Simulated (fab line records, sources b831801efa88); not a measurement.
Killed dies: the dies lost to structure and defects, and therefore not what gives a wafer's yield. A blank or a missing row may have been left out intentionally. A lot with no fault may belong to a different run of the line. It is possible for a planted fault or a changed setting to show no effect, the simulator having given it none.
Which tool was responsible? | flow gf180mcu | 13 lots, 39 wafers sampled, at 5 steps of a route of 602

WHAT EACH GAUGE READ, for each wafer
GF_HV_LDD_THK_MEAS_55. Usual: HV_LDD_CVD_54_THK typically reads 10.05 nm, with standard deviation 0.15.
lot  | measured     | on            | HV_LDD_CVD_54_THK (nm) | flag
L344 | day 12 07:28 | film_metro-03 | 10.04 10.03 10.02      |
L345 | day 12 15:18 | film_metro-04 | 10.19 10.19 10.11      |
L346 | day 13 03:31 | film_metro-03 | 10.06 10.24 10.10      |
L348 | day 13 19:33 | film_metro-02 | 9.93 9.94 9.86         |
L349 | day 14 01:46 | film_metro-02 | 9.76 10.00 9.88        |
L355 | day 16 02:36 | film_metro-03 | 6.21 6.19 6.25         | OFF
L357 | day 16 17:50 | film_metro-03 | 10.28 10.21 10.35      |
L362 | day 18 13:16 | film_metro-04 | 9.89 9.84 9.89         |
L363 | day 18 22:02 | film_metro-02 | 9.91 10.00 10.02       |
L364 | day 19 08:36 | film_metro-03 | 9.96 10.09 10.05       |
L365 | day 19 19:13 | film_metro-02 | 10.31 10.20 10.18      |
L366 | day 19 21:46 | film_metro-03 | 10.10 10.16 10.05      |
L367 | day 20 04:12 | film_metro-03 | 9.97 10.00 10.03       |

GF_SAB_OVL_MEAS_10. Usual: SAB_OVL typically reads -0.6 nm, with standard deviation 1.5.
lot  | measured     | on         | SAB_OVL (nm)   | flag
L344 | day 14 23:35 | overlay-02 | -3.4 -2.7 -3.1 |
L345 | day 15 06:47 | overlay-02 | 1.5 -0.8 -0.8  |
L346 | day 15 21:35 | overlay-02 | 0.3 -0.5 -1.6  |
L348 | day 16 14:23 | overlay-02 | 0.7 -0.5 1.3   |
L349 | day 16 21:45 | overlay-01 | 3.1 1.3 1.6    |
L355 | day 19 01:38 | overlay-02 | 1.4 -1.0 0.2   |
L357 | day 19 19:21 | overlay-02 | -0.7 -1.6 -1.4 |
L362 | day 21 15:31 | overlay-01 | -2.4 -2.0 -1.1 |
L363 | day 22 01:24 | overlay-01 | 1.0 0.7 0.5    |
L364 | day 22 11:32 | overlay-01 | -1.3 -1.3 0.0  |
L365 | day 22 20:29 | overlay-01 | -0.3 -0.6 0.0  |
L366 | day 22 23:03 | overlay-01 | -3.5 -3.1 -2.1 |
L367 | day 23 05:08 | overlay-02 | -3.4 -2.7 -2.5 |

GF_M1_OVL_MEAS_15. Usual: M1_OVL typically reads -3 nm, with standard deviation 5.5.
lot  | measured     | on         | M1_OVL (nm) | flag
L344 | day 16 23:14 | overlay-02 | -3 -3 5     |
L345 | day 17 07:19 | overlay-01 | 5 -2 -4     |
L346 | day 17 22:12 | overlay-01 | -9 -10 -9   |
L348 | day 18 16:17 | overlay-01 | -6 -4 -2    |
L349 | day 19 00:45 | overlay-01 | 1 0 3       |
L355 | day 21 04:41 | overlay-01 | -5 0 1      |
L357 | day 21 21:49 | overlay-01 | 2 3 0       |
L362 | day 23 16:25 | overlay-01 | -4 -5 -7    |
L363 | day 24 02:13 | overlay-01 | -2 -7 -3    |
L364 | day 24 11:27 | overlay-01 | -2 4 -7     |
L365 | day 24 20:31 | overlay-02 | -13 -9 -18  |
L366 | day 24 21:47 | overlay-01 | 2 3 -2      |
L367 | day 25 03:44 | overlay-01 | 3 1 10      |

GF_V1_THK_MEAS_01. Usual: V1_CVD_00_THK typically reads 582 nm, with standard deviation 4.9.
lot  | measured     | on            | V1_CVD_00_THK (nm) | flag
L344 | day 16 23:59 | film_metro-04 | 574 582 579        |
L345 | day 17 08:05 | film_metro-01 | 588 581 587        |
L346 | day 17 22:57 | film_metro-01 | 589 589 589        |
L348 | day 18 17:07 | film_metro-04 | 576 585 586        |
L349 | day 19 01:31 | film_metro-01 | 589 589 588        |
L355 | day 21 05:26 | film_metro-01 | 576 579 580        |
L357 | day 21 22:36 | film_metro-04 | 582 579 577        |
L362 | day 23 17:13 | film_metro-01 | 586 589 587        |
L363 | day 24 02:59 | film_metro-01 | 581 584 586        |
L364 | day 24 12:13 | film_metro-04 | 578 578 580        |
L365 | day 24 21:16 | film_metro-03 | 583 577 586        |
L366 | day 24 22:40 | film_metro-01 | 586 576 576        |
L367 | day 25 04:41 | film_metro-03 | 579 580 588        |

WHAT TOOL EACH LOT RAN ON (gives the tool, then ch and the chambers of the sampled wafers, and finally the start)
lot  | GF_HV_LDD_CVD_54
L344 | lpcvd-01 ch 1, day 12 06:27
L345 | lpcvd-02 ch 0, day 12 14:17
L346 | lpcvd-01 ch 0, day 13 01:59
L348 | lpcvd-01 ch 1, day 13 18:32
L349 | lpcvd-02 ch 0, day 14 00:44
L355 | lpcvd-02 ch 0, day 16 01:35
L357 | lpcvd-02 ch 1, day 16 16:48
L362 | lpcvd-01 ch 0, day 18 11:44
L363 | lpcvd-01 ch 0, day 18 20:29
L364 | lpcvd-01 ch 1, day 19 07:03
L365 | lpcvd-01 ch 1, day 19 18:12
L366 | lpcvd-02 ch 1, day 19 20:44
L367 | lpcvd-01 ch 0, day 20 03:11
- GF_HV_LDD_CVD_54: deposits SiO2 from TEOS, target thk 10 nm, time 75 s.

WHAT THE TOOLS THEMSELVES READ (means of the sampled wafers that have a number; where no wafer has one, the mark that the record gives instead)
GF_HV_LDD_CVD_54. Usual: spike_tc_top_C 695.7 C, standard deviation 1.8; zone_power_lower_pct 10.3 %, standard deviation 0.76.
lot  | tool     | spike_tc_top_C (C) | zone_power_lower_pct (%) | flag
L344 | lpcvd-01 | 696.6              | 9.0                      |
L345 | lpcvd-02 | 693.9              | 10.6                     |
L346 | lpcvd-01 | 697.4              | 11.1                     |
L348 | lpcvd-01 | 696.5              | 9.0                      |
L349 | lpcvd-02 | 694.2              | 10.7                     |
L355 | lpcvd-02 | 693.2              | 10.8                     |
L357 | lpcvd-02 | 694.8              | 10.6                     |
L362 | lpcvd-01 | 697.2              | 11.0                     |
L363 | lpcvd-01 | 699.2              | 11.0                     |
L364 | lpcvd-01 | 696.1              | 9.0                      |
L365 | lpcvd-01 | 696.1              | 9.1                      |
L366 | lpcvd-02 | 694.6              | 10.6                     |
L367 | lpcvd-01 | 697.4              | 11.0                     |

THE ANSWER, worked out from the rows above alone
Rule: a lot is off if the mean of its wafers that have a number lies more than 3 standard deviations from the usual mean. A lot without any number at a reading at which 4 lots or more have one is off too. The other lots that the step has rows for count as sound. First the gauges in route order, then the tools' own readings, where a lot's mean is used as printed above. The first step at which some lot is off is used, and at that step the reading that is off furthest; a lot without a number counts as furthest.
Off: L355, seen at GF_HV_LDD_THK_MEAS_55 (HV_LDD_CVD_54_THK).
If a tool, at a process step before that reading, ran all the lots that are off and no sound lot after the first of them, it fits. The gauges at GF_HV_LDD_THK_MEAS_55 are tried like those tools. Not one of the candidates tried fits.

WHAT THE SIMULATOR HAD INSERTED
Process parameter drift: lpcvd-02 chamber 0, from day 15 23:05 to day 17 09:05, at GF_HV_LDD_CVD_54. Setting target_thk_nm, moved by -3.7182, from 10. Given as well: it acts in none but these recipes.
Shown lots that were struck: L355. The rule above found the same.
